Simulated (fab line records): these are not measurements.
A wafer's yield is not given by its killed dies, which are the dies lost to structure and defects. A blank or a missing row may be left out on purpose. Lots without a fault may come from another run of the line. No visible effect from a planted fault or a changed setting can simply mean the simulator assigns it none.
fab line records	flow sky130
[record] lots = 24	wafers = 72	last-day = 50
route steps=708 shown NWELL@81 VT_ADJUST_NCORE@126 LDD_HVP@285 POLY_CUT@317 LI_CONTACT@375
lots untouched by any fault: they come from a run of this same line in which no faults occurred
start-h: the number of hours between the record's first day and the start of the first shown wafer of the lot	wait-h: time in hours since the lot's previous step	" same as the row above	L1.1+2: one row covering several wafers at once	- no value present, or no start provided	* or withheld: withheld	< > ~ a bound
route shown NAME@n: NAME is a module with steps in the file, n the number in the route of the first one	usual: mean/standard deviation taken from wafers without a fault	same: alike in all rows	chamber/n: place in a boat	sites: readings site by site	_std_site: the standard deviation of these	_edge_site: outer sites' mean less inner sites'	radius-mm: for every site, how far away it sits from the centre of the wafer	mask NAME#n: copy n	behind: tool/chamber where the wafer was last shaped	hold: cause of the lot's hold/its duration in hours/its outcome	device: the transistor (n, p or np) that didn't switch	end of line: tests run on the same wafers once the route is complete	a step without rows: its recipe alone	killed: the dies lost at the first sort to structure and to defects; this is not the yield of the wafer	map: dies across one wafer; x = killed, . = not, _ = none there
set.NAME: the run value of the setting; set.NAME@STEP: its run value at that earlier step	model.NAME: the simulator's own value behind a step, which no gauge read
the route's steps for a sample of lots (tables are steps, rows are wafers)
services: when a tool's chamber went out of use (start-h, in hours from the record's first day, below 0 if earlier), for how many hours, and the reason
[[steps]]
[step SKY_NWELL_RTA_28]
[recipe] temp-c = 1050	time-s = 30	idle-temp-c = 650	ramp-up-c-per-s = 150	ramp-down-c-per-s = 90	ambient = N2
[usual] lamp-power-pct = 25.31/0.055	ramp-down-c-per-s = 89.997/0.017	wafer_temp_C_max = 1054.7/0.88
lot.wafer	tool	chamber	start-h	wait-h	lamp-power-pct	ramp-down-c-per-s	wafer_temp_C_max
L074.3	rtp-anneal-02	0	105.78	0.0	25.31	89.993	1054.5
L074.5	"	0	"	"	25.30	90.010	1055.8
L074.6	"	0	"	"	25.37	90.003	1056.1
L075.1	rtp-anneal-02	0	113.18	0.0	25.22	90.017	1054.7
L075.4	"	0	"	"	25.36	89.980	1054.8
L075.6	"	0	"	"	25.29	90.027	1054.5
L076.1	rtp-anneal-01	0	118.64	0.0	25.26	89.979	1054.4
L076.2	"	0	"	"	25.29	90.012	1056.5
L076.6	"	0	"	"	25.20	90.017	1054.6
L077.1	rtp-anneal-02	0	123.59	0.0	25.29	89.994	1054.4
L077.4	"	0	"	"	25.27	90.017	1055.4
L077.5	"	0	"	"	25.39	90.004	1054.8
L078.1	rtp-anneal-02	0	128.09	0.0	25.38	90.006	1055.6
L078.3	"	0	"	"	25.38	89.979	1055.5
L078.6	"	0	"	"	25.27	89.976	1056.6
L079.3	rtp-anneal-01	0	133.88	0.0	25.32	89.983	1055.2
L079.4	"	0	"	"	25.22	89.985	1054.5
L079.5	"	0	"	"	25.29	90.011	1054.6
L080.2	rtp-anneal-02	0	142.11	0.0	25.28	90.000	1054.3
L080.5	"	0	"	"	25.27	89.976	1053.5
L080.6	"	0	"	"	25.35	90.022	1055.1
L081.3	rtp-anneal-02	0	146.12	0.0	25.26	90.015	1055.3
L081.5	"	0	"	"	25.36	89.999	1055.3
L081.6	"	0	"	"	25.31	90.000	1055.0
L082.2	rtp-anneal-01	0	150.68	0.0	25.29	89.974	1052.7
L082.5	"	0	"	"	25.26	89.975	1053.6
L082.6	"	0	"	"	25.31	90.030	1055.1
L083.1	rtp-anneal-02	0	158.87	0.0	25.37	90.034	1056.5
L083.2	"	0	"	"	25.30	89.988	1054.0
L083.4	"	0	"	"	25.37	90.002	1055.1
L084.1	rtp-anneal-01	0	162.93	0.0	25.21	89.999	1054.4
L084.5	"	0	"	"	25.38	89.997	1055.3
L084.6	"	0	"	"	25.30	89.984	1054.0
L085.3	rtp-anneal-02	0	170.55	0.0	25.34	89.984	1053.5
L085.5	"	0	"	"	25.26	90.025	1053.7
L085.6	"	0	"	"	25.39	89.996	1055.4
L086.1	rtp-anneal-01	0	175.14	0.0	25.34	90.004	1054.4
L086.2	"	0	"	"	25.44	89.991	1055.5
L086.4	"	0	"	"	25.30	90.032	1054.3
L087.2	rtp-anneal-01	0	182.56	0.0	25.37	89.997	1053.5
L087.3	"	0	"	"	25.30	89.992	1056.1
L087.5	"	0	"	"	25.19	90.007	1054.6
L088.1	rtp-anneal-01	0	188.35	0.0	25.27	89.996	1053.8
L088.2	"	0	"	"	25.44	89.995	1055.0
L088.4	"	0	"	"	25.32	89.970	1054.8
L089.2	rtp-anneal-02	0	193.51	0.0	25.27	89.991	1056.3
L089.5	"	0	"	"	25.36	90.022	1054.6
L089.6	"	0	"	"	25.29	90.012	1053.5
L090.2	rtp-anneal-02	0	202.66	0.0	25.25	90.034	1055.0
L090.4	"	0	"	"	25.23	89.967	1054.2
L090.5	"	0	"	"	25.36	89.972	1054.6
L091.3	rtp-anneal-01	0	208.18	0.0	25.26	89.990	1055.4
L091.4	"	0	"	"	25.43	90.023	1055.7
L091.5	"	0	"	"	25.27	89.995	1053.7
L092.2	rtp-anneal-02	0	216.36	0.0	25.36	89.999	1055.9
L092.4	"	0	"	"	25.26	90.003	1055.4
L092.6	"	0	"	"	25.38	90.002	1053.5
L093.1	rtp-anneal-01	0	221.68	0.0	25.30	89.986	1054.1
L093.2	"	0	"	"	25.29	90.002	1054.9
L093.6	"	0	"	"	25.29	90.023	1053.9
L094.1	rtp-anneal-02	0	224.04	0.0	25.42	90.004	1055.6
L094.3	"	0	"	"	25.35	89.995	1054.4
L094.6	"	0	"	"	25.25	89.974	1052.7
L095.1	rtp-anneal-02	0	228.87	0.0	25.29	89.986	1055.5
L095.3	"	0	"	"	25.30	89.979	1053.2
L095.5	"	0	"	"	25.33	90.015	1053.9
L096.3	rtp-anneal-01	0	239.77	0.0	25.36	90.011	1054.5
L096.5	"	0	"	"	25.30	90.007	1053.6
L096.6	"	0	"	"	25.28	89.983	1053.8
L097.1	rtp-anneal-02	0	245.24	0.0	25.30	90.005	1055.1
L097.2	"	0	"	"	25.36	89.989	1053.9
L097.5	"	0	"	"	25.33	89.997	1055.8
[step SKY_NWELL_RS_MEAS_29]
[recipe] thk-meas-gauge = four-point-probe
[usual] NWELL_RS = 624.7/2.3
lot.wafer	tool	chamber	start-h	wait-h	NWELL_RS[ohm/sq]
L074.3	film-metro-04	-	105.89	0.1	622.3
L074.5	"	-	"	"	623.1
L074.6	"	-	"	"	622.5
L075.1	film-metro-02	-	113.28	0.1	623.0
L075.4	"	-	"	"	621.2
L075.6	"	-	"	"	621.4
L076.1	film-metro-01	-	118.74	0.1	628.2
L076.2	"	-	"	"	628.6
L076.6	"	-	"	"	628.5
L077.1	film-metro-02	-	123.69	0.1	622.9
L077.4	"	-	"	"	623.1
L077.5	"	-	"	"	621.3
L078.1	film-metro-01	-	128.19	0.1	623.7
L078.3	"	-	"	"	624.3
L078.6	"	-	"	"	622.7
L079.3	film-metro-04	-	133.99	0.1	619.4
L079.4	"	-	"	"	619.7
L079.5	"	-	"	"	622.7
L080.2	film-metro-04	-	142.21	0.1	623.5
L080.5	"	-	"	"	624.3
L080.6	"	-	"	"	624.8
L081.3	film-metro-04	-	146.23	0.1	623.4
L081.5	"	-	"	"	623.6
L081.6	"	-	"	"	623.3
L082.2	film-metro-04	-	150.86	0.2	622.6
L082.5	"	-	"	"	624.3
L082.6	"	-	"	"	622.7
L083.1	film-metro-02	-	158.97	0.1	625.6
L083.2	"	-	"	"	627.2
L083.4	"	-	"	"	625.8
L084.1	film-metro-01	-	163.03	0.1	624.7
L084.5	"	-	"	"	625.1
L084.6	"	-	"	"	625.5
L085.3	film-metro-01	-	170.66	0.1	625.5
L085.5	"	-	"	"	625.4
L085.6	"	-	"	"	625.5
L086.1	film-metro-01	-	175.24	0.1	628.2
L086.2	"	-	"	"	627.9
L086.4	"	-	"	"	627.8
L087.2	film-metro-02	-	182.67	0.1	622.8
L087.3	"	-	"	"	622.2
L087.5	"	-	"	"	623.9
L088.1	film-metro-01	-	188.45	0.1	626.6
L088.2	"	-	"	"	627.1
L088.4	"	-	"	"	624.9
L089.2	film-metro-04	-	193.61	0.1	619.2
L089.5	"	-	"	"	621.4
L089.6	"	-	"	"	620.4
L090.2	film-metro-02	-	202.77	0.1	625.6
L090.4	"	-	"	"	626.1
L090.5	"	-	"	"	626.0
L091.3	film-metro-01	-	208.29	0.1	627.7
L091.4	"	-	"	"	626.9
L091.5	"	-	"	"	627.3
L092.2	film-metro-01	-	216.46	0.1	625.6
L092.4	"	-	"	"	623.1
L092.6	"	-	"	"	623.7
L093.1	film-metro-01	-	221.78	0.1	627.7
L093.2	"	-	"	"	625.5
L093.6	"	-	"	"	627.1
L094.1	film-metro-01	-	224.14	0.1	625.5
L094.3	"	-	"	"	627.5
L094.6	"	-	"	"	627.1
L095.1	film-metro-02	-	228.97	0.1	626.8
L095.3	"	-	"	"	625.9
L095.5	"	-	"	"	628.8
L096.3	film-metro-02	-	239.87	0.1	624.4
L096.5	"	-	"	"	626.1
L096.6	"	-	"	"	624.5
L097.1	film-metro-04	-	245.34	0.1	624.1
L097.2	"	-	"	"	625.0
L097.5	"	-	"	"	623.6
[step SKY_VT_ADJUST_NCORE_CD_MEAS_07]
[recipe] target-cd-nm = 380
[usual] cd-nm = 380.1/2.1
lot.wafer	tool	chamber	start-h	wait-h	cd-nm
L074.3	cd-sem-02	-	183.13	0.1	383.7
L074.5	"	-	"	"	383.2
L074.6	"	-	"	"	385.0
L075.1	cd-sem-01	-	192.14	0.1	380.8
L075.4	"	-	"	"	380.1
L075.6	"	-	"	"	382.0
L076.1	cd-sem-02	-	199.95	0.1	378.5
L076.2	"	-	"	"	377.5
L076.6	"	-	"	"	378.4
L077.1	cd-sem-02	-	204.04	0.1	379.3
L077.4	"	-	"	"	378.8
L077.5	"	-	"	"	378.1
L078.1	cd-sem-01	-	211.29	0.1	380.9
L078.3	"	-	"	"	382.3
L078.6	"	-	"	"	379.7
L079.3	cd-sem-02	-	217.74	0.1	382.5
L079.4	"	-	"	"	382.2
L079.5	"	-	"	"	381.5
L080.2	cd-sem-01	-	225.36	0.1	380.8
L080.5	"	-	"	"	381.3
L080.6	"	-	"	"	382.3
L081.3	cd-sem-02	-	230.64	0.1	377.6
L081.5	"	-	"	"	380.2
L081.6	"	-	"	"	380.7
L082.2	cd-sem-01	-	234.92	0.1	380.4
L082.5	"	-	"	"	380.2
L082.6	"	-	"	"	378.5
L084.1	cd-sem-02	-	249.50	0.1	380.7
L084.5	"	-	"	"	376.8
L084.6	"	-	"	"	378.8
L083.1	cd-sem-01	-	254.59	0.1	380.8
L083.2	"	-	"	"	380.3
L083.4	"	-	"	"	381.6
L085.3	cd-sem-01	-	257.49	0.1	382.5
L085.5	"	-	"	"	378.6
L085.6	"	-	"	"	380.2
L086.1	cd-sem-02	-	264.20	0.1	381.1
L086.2	"	-	"	"	382.1
L086.4	"	-	"	"	380.1
L087.2	cd-sem-01	-	273.22	0.1	379.0
L087.3	"	-	"	"	379.9
L087.5	"	-	"	"	382.2
L088.1	cd-sem-01	-	279.15	0.1	379.7
L088.2	"	-	"	"	379.9
L088.4	"	-	"	"	379.7
L089.2	cd-sem-02	-	285.87	0.1	373.0
L089.5	"	-	"	"	376.3
L089.6	"	-	"	"	375.6
L090.2	cd-sem-02	-	294.92	0.1	384.0
L090.4	"	-	"	"	380.9
L090.5	"	-	"	"	380.7
L091.3	cd-sem-02	-	300.84	0.1	377.2
L091.4	"	-	"	"	377.9
L091.5	"	-	"	"	377.8
L092.2	cd-sem-01	-	308.37	0.1	380.8
L092.4	"	-	"	"	381.9
L092.6	"	-	"	"	380.7
L093.1	cd-sem-01	-	314.00	0.1	381.8
L093.2	"	-	"	"	379.6
L093.6	"	-	"	"	380.6
L094.1	cd-sem-02	-	316.49	0.1	383.4
L094.3	"	-	"	"	381.4
L094.6	"	-	"	"	380.4
L095.1	cd-sem-02	-	325.19	0.1	376.9
L095.3	"	-	"	"	376.8
L095.5	"	-	"	"	379.1
L096.3	cd-sem-01	-	338.39	0.1	381.6
L096.5	"	-	"	"	381.8
L096.6	"	-	"	"	379.3
L097.1	cd-sem-01	-	342.35	0.1	381.3
L097.2	"	-	"	"	381.8
L097.5	"	-	"	"	381.1
[step SKY_LDD_HVP_OVL_MEAS_07]
[usual] LDD_HVP_OVL = -0.3/1.6
lot.wafer	tool	chamber	start-h	wait-h	LDD_HVP_OVL[nm]
L074.3	overlay-01	-	485.91	0.1	0.5
L074.5	"	-	"	"	0.0
L074.6	"	-	"	"	-0.1
L075.1	overlay-02	-	497.65	0.1	-1.1
L075.4	"	-	"	"	-1.0
L075.6	"	-	"	"	-2.2
L076.1	overlay-01	-	545.95	0.1	1.0
L076.2	"	-	"	"	2.0
L076.6	"	-	"	"	1.7
L077.1	overlay-02	-	546.25	0.1	-5.7
L077.4	"	-	"	"	-4.5
L077.5	"	-	"	"	-5.2
L078.1	overlay-02	-	547.24	0.1	0.2
L078.3	"	-	"	"	0.4
L078.6	"	-	"	"	-0.6
L080.2	overlay-02	-	555.85	0.1	0.2
L080.5	"	-	"	"	-0.7
L080.6	"	-	"	"	0.8
L079.3	overlay-02	-	556.81	0.1	-1.3
L079.4	"	-	"	"	-0.4
L079.5	"	-	"	"	-0.1
L082.2	overlay-02	-	558.18	0.1	0.9
L082.5	"	-	"	"	2.6
L082.6	"	-	"	"	2.4
L081.3	overlay-01	-	561.71	0.1	-1.0
L081.5	"	-	"	"	-2.1
L081.6	"	-	"	"	-1.0
L084.1	overlay-02	-	573.89	0.1	0.0
L084.5	"	-	"	"	-0.8
L084.6	"	-	"	"	-2.9
L083.1	overlay-02	-	581.07	0.1	-2.0
L083.2	"	-	"	"	-1.6
L083.4	"	-	"	"	0.3
L085.3	overlay-02	-	585.61	0.1	-0.6
L085.5	"	-	"	"	0.0
L085.6	"	-	"	"	-1.4
L086.1	overlay-02	-	592.54	0.1	0.1
L086.2	"	-	"	"	-1.9
L086.4	"	-	"	"	1.5
L087.2	overlay-01	-	601.63	0.1	-2.1
L087.3	"	-	"	"	-0.7
L087.5	"	-	"	"	-2.4
L088.1	overlay-01	-	604.44	0.1	0.4
L088.2	"	-	"	"	-0.5
L088.4	"	-	"	"	-1.1
L089.2	overlay-01	-	616.15	0.1	0.7
L089.5	"	-	"	"	1.1
L089.6	"	-	"	"	2.3
L090.2	overlay-01	-	628.03	0.1	0.4
L090.4	"	-	"	"	-0.6
L090.5	"	-	"	"	0.9
L091.3	overlay-02	-	633.68	0.1	2.5
L091.4	"	-	"	"	0.2
L091.5	"	-	"	"	2.0
L092.2	overlay-02	-	645.08	0.1	-2.4
L092.4	"	-	"	"	-1.9
L092.6	"	-	"	"	-1.9
L093.1	overlay-01	-	654.94	0.1	-2.3
L093.2	"	-	"	"	-0.4
L093.6	"	-	"	"	-2.4
L094.1	overlay-02	-	659.54	0.1	-0.6
L094.3	"	-	"	"	2.5
L094.6	"	-	"	"	1.4
L095.1	overlay-02	-	664.60	0.1	0.1
L095.3	"	-	"	"	0.0
L095.5	"	-	"	"	-1.8
L096.3	overlay-02	-	677.21	0.1	1.1
L096.5	"	-	"	"	0.4
L096.6	"	-	"	"	-0.8
L097.1	overlay-02	-	681.37	0.1	-0.1
L097.2	"	-	"	"	-0.2
L097.5	"	-	"	"	-1.2
[step SKY_POLY_CUT_ETCH_10]
[recipe] chemistry = N2/H2	target = BARC	ion-energy-ev = 200	source-w = 500	bias-w = 100	pressure-mtorr = 30	n2-flow-sccm = 100	h2-flow-sccm = 200	stop-on = SiO2	time-s = 45.9	target-depth-a = 600
[usual] bias-w = 99.9/0.33	drypump-motor-current-A = 5.8/0.52	h2-flow-sccm = 200.0/0.54	oes-product-au = 0.855/0.0048	throttle-valve-pct = 13.227/0.0091
lot.wafer	tool	chamber	start-h	wait-h	bias-w	drypump-motor-current-A	h2-flow-sccm	oes-product-au	rf-hours-counter-h	throttle-valve-pct
L074.3	rie-diel-03	0	549.69	0.0	100.4	5.8	200.0	0.853	62	13.239
L074.5	"	3	"	"	99.7	6.6	199.8	0.859	-	13.224
L074.6	"	2	"	"	99.9	5.3	200.0	0.852	-	13.226
L075.1	rie-diel-03	1	561.53	0.0	99.9	5.5	200.9	0.855	0	13.236
L075.4	"	0	"	"	99.9	5.8	199.9	0.867	-	13.232
L075.6	"	1	"	"	99.9	5.5	200.6	0.859	-	13.205
L076.1	rie-diel-01	0	606.19	0.0	99.7	6.2	199.9	0.857	17	13.228
L076.2	"	3	"	"	100.7	6.0	201.5	0.854	14	13.248
L076.6	"	0	"	"	100.0	6.2	200.0	0.862	-	13.232
L078.1	rie-diel-01	3	610.19	0.0	100.0	6.0	200.5	0.860	14	13.233
L078.3	"	1	"	"	99.9	5.2	199.6	0.854	10	13.228
L078.6	"	1	"	"	99.7	5.2	199.2	0.858	-	13.225
L077.1	rie-diel-02	3	610.28	0.0	100.1	6.3	200.5	0.858	4	13.232
L077.4	"	0	"	"	99.5	4.9	199.5	0.856	7	13.232
L077.5	"	3	"	"	100.0	6.3	199.9	0.851	-	13.227
L080.2	rie-diel-03	3	616.73	0.0	99.8	6.6	199.6	0.855	57	13.211
L080.5	"	2	"	"	99.7	5.3	200.3	0.857	-	13.238
L080.6	"	3	"	"	99.4	6.6	199.4	0.850	-	13.233
L079.3	rie-diel-03	2	618.42	0.0	100.4	5.3	200.4	0.856	3	13.220
L079.4	"	3	"	"	99.9	6.6	200.9	0.850	57	13.223
L079.5	"	2	"	"	100.4	5.3	199.9	0.851	-	13.234
L082.2	rie-diel-02	0	625.54	0.0	99.3	4.9	199.9	0.862	7	13.228
L082.5	"	3	"	"	100.5	6.3	198.9	0.859	-	13.226
L082.6	"	2	"	"	99.6	5.2	200.2	0.853	-	13.218
L081.3	rie-diel-03	1	625.83	0.0	100.3	5.5	200.0	0.856	1	13.230
L081.5	"	2	"	"	99.9	5.3	199.7	0.855	-	13.224
L081.6	"	3	"	"	100.5	6.6	200.0	0.854	-	13.233
L084.1	rie-diel-01	2	637.64	0.0	99.4	6.4	199.1	0.852	43	13.231
L084.5	"	2	"	"	99.5	6.4	200.4	0.846	-	13.219
L084.6	"	3	"	"	99.9	6.0	200.5	0.851	-	13.242
L083.1	rie-diel-01	3	641.70	0.0	99.6	6.0	199.9	0.859	15	13.220
L083.2	"	2	"	"	100.3	6.4	200.6	0.858	43	13.211
L083.4	"	0	"	"	99.9	6.2	199.6	0.855	18	13.208
L085.3	rie-diel-01	2	646.44	0.0	99.9	6.4	200.7	0.866	43	13.226
L085.5	"	2	"	"	100.3	6.4	199.9	0.859	-	13.239
L085.6	"	3	"	"	99.7	6.0	199.7	0.850	-	13.223
L086.1	rie-diel-03	2	652.08	0.0	100.1	5.3	200.3	0.857	4	13.216
L086.2	"	1	"	"	99.8	5.5	199.5	0.851	2	13.220
L086.4	"	2	"	"	100.2	5.3	199.8	0.852	-	13.223
L087.2	rie-diel-01	2	661.54	0.0	100.4	6.4	200.0	0.856	44	13.224
L087.3	"	3	"	"	100.0	5.9	200.5	0.852	15	13.234
L087.5	"	2	"	"	100.7	6.5	199.4	0.846	-	13.223
L088.1	rie-diel-02	1	665.28	0.0	100.2	6.0	199.6	0.849	7	13.218
L088.2	"	2	"	"	100.2	5.2	200.0	0.856	16	13.225
L088.4	"	3	"	"	99.8	6.3	200.0	0.848	5	13.227
L089.2	rie-diel-02	0	675.88	0.0	99.9	4.9	199.0	0.861	8	13.232
L089.5	"	2	"	"	99.7	5.2	200.3	0.856	-	13.244
L089.6	"	1	"	"	99.7	6.0	200.1	0.850	-	13.233
L090.2	rie-diel-03	0	686.80	0.0	100.2	5.8	200.1	0.855	0	13.216
L090.4	"	0	"	"	100.2	5.8	200.6	0.855	-	13.238
L090.5	"	1	"	"	99.9	5.5	199.5	0.858	-	13.249
L091.3	rie-diel-02	1	690.49	0.0	100.1	6.0	199.5	0.852	8	13.217
L091.4	"	0	"	"	100.0	4.9	200.0	0.858	8	13.227
L091.5	"	2	"	"	99.8	5.2	200.5	0.856	-	13.226
L092.2	rie-diel-02	1	704.59	0.0	99.9	6.0	199.4	0.857	8	13.223
L092.4	"	0	"	"	100.3	4.9	200.0	0.857	9	13.216
L092.6	"	0	"	"	100.0	4.9	200.1	0.854	-	13.241
L093.1	rie-diel-03	2	712.88	0.0	100.1	5.3	200.6	0.855	6	13.212
L093.2	"	1	"	"	99.3	5.5	200.8	0.852	3	13.229
L093.6	"	1	"	"	99.7	5.5	200.7	0.854	-	13.234
L094.1	rie-diel-01	0	716.00	0.0	99.7	6.2	200.0	0.856	20	13.221
L094.3	"	1	"	"	99.6	5.2	199.3	0.856	12	13.241
L094.6	"	0	"	"	99.4	6.2	199.8	0.846	-	13.224
L095.1	rie-diel-01	1	721.68	0.0	99.6	5.1	200.5	0.850	12	13.217
L095.3	"	3	"	"	100.5	6.0	199.7	0.845	17	13.226
L095.5	"	1	"	"	99.6	5.2	200.0	0.847	-	13.229
L096.3	rie-diel-01	2	736.05	0.0	99.8	6.4	199.4	0.852	45	13.231
L096.5	"	0	"	"	100.1	6.2	199.1	0.858	-	13.237
L096.6	"	1	"	"	99.7	5.2	199.9	0.857	-	13.230
L097.1	rie-diel-03	1	738.09	0.0	99.9	5.5	199.3	0.852	4	13.236
L097.2	"	0	"	"	99.7	5.8	199.1	0.854	2	13.216
L097.5	"	1	"	"	99.2	5.5	199.3	0.862	-	13.226
[step SKY_LI_CONTACT_OVL_MEAS_13]
[usual] LI_CONTACT_OVL = 0/6
lot.wafer	tool	chamber	start-h	wait-h	LI_CONTACT_OVL[nm]
L074.3	overlay-01	-	668.60	0.1	1
L074.5	"	-	"	"	9
L074.6	"	-	"	"	6
L075.1	overlay-01	-	677.46	0.1	0
L075.4	"	-	"	"	0
L075.6	"	-	"	"	6
L076.1	overlay-02	-	718.84	0.1	0
L076.2	"	-	"	"	-9
L076.6	"	-	"	"	-6
L078.1	overlay-02	-	723.31	0.1	0
L078.3	"	-	"	"	-6
L078.6	"	-	"	"	-5
L077.1	overlay-02	-	723.71	0.1	-5
L077.4	"	-	"	"	-4
L077.5	"	-	"	"	-7
L080.2	overlay-01	-	731.70	0.1	1
L080.5	"	-	"	"	2
L080.6	"	-	"	"	4
L079.3	overlay-02	-	732.97	0.1	-7
L079.4	"	-	"	"	-5
L079.5	"	-	"	"	-4
L082.2	overlay-02	-	741.15	0.1	0
L082.5	"	-	"	"	1
L082.6	"	-	"	"	-1
L081.3	overlay-02	-	741.43	0.1	-7
L081.5	"	-	"	"	-5
L081.6	"	-	"	"	-12
L084.1	overlay-01	-	749.16	0.1	6
L084.5	"	-	"	"	6
L084.6	"	-	"	"	6
L083.1	overlay-02	-	754.91	0.1	11
L083.2	"	-	"	"	4
L083.4	"	-	"	"	-1
L085.3	overlay-01	-	758.80	0.1	-10
L085.5	"	-	"	"	-6
L085.6	"	-	"	"	-9
L086.1	overlay-02	-	763.21	0.1	4
L086.2	"	-	"	"	3
L086.4	"	-	"	"	1
L087.2	overlay-01	-	775.26	0.1	5
L087.3	"	-	"	"	5
L087.5	"	-	"	"	2
L088.1	overlay-01	-	775.61	0.1	-3
L088.2	"	-	"	"	-1
L088.4	"	-	"	"	-4
L089.2	overlay-02	-	786.91	0.1	-3
L089.5	"	-	"	"	-5
L089.6	"	-	"	"	-5
L090.2	overlay-01	-	797.27	0.1	6
L090.4	"	-	"	"	-3
L090.5	"	-	"	"	-5
L091.3	overlay-02	-	801.33	0.1	11
L091.4	"	-	"	"	11
L091.5	"	-	"	"	12
L092.2	overlay-01	-	815.16	0.1	0
L092.4	"	-	"	"	4
L092.6	"	-	"	"	-1
L093.1	overlay-02	-	823.26	0.1	-5
L093.2	"	-	"	"	-12
L093.6	"	-	"	"	-9
L094.1	overlay-02	-	825.49	0.1	5
L094.3	"	-	"	"	0
L094.6	"	-	"	"	3
L095.1	overlay-01	-	830.59	0.1	5
L095.3	"	-	"	"	5
L095.5	"	-	"	"	12
L096.3	overlay-02	-	844.60	0.1	12
L096.5	"	-	"	"	6
L096.6	"	-	"	"	0
L097.1	overlay-01	-	845.26	0.1	-6
L097.2	"	-	"	"	-10
L097.5	"	-	"	"	-9
[[services]]
tool	chamber	start-h	hours	kind
rie-diel-03	2	113.25	4.7	repair
rie-diel-03	2	173.81	2.3	repair
rie-diel-02	3	186.21	5.6	repair
rie-diel-03	3	269.47	7.0	repair
rie-diel-01	-	273.63	14.6	pm
rie-diel-03	-	316.84	1.9	repair
rie-diel-02	-	321.55	14.6	pm
rie-diel-01	-	336.91	0.6	repair
rie-diel-02	-	384.55	4.3	pm
rie-diel-03	3	389.46	5.7	repair
rie-diel-03	1	390.62	8.3	repair
rie-diel-03	2	391.29	4.5	repair
rie-diel-02	-	411.46	2.8	pm
rie-diel-02	0	441.23	26.1	repair
rie-diel-01	-	443.82	15.6	pm
rie-diel-01	1	492.26	5.4	repair
rie-diel-03	3	494.97	28.9	repair
rie-diel-03	3	561.38	4.4	repair
rie-diel-02	-	584.14	0.8	repair
rie-diel-02	0	604.33	4.4	repair
rie-diel-03	1	606.25	4.5	repair
rtp-anneal-02	-	635.99	3.5	pm
rie-diel-01	-	675.81	2.8	pm
rie-diel-01	2	720.83	4.2	repair
[[key]]
fault none
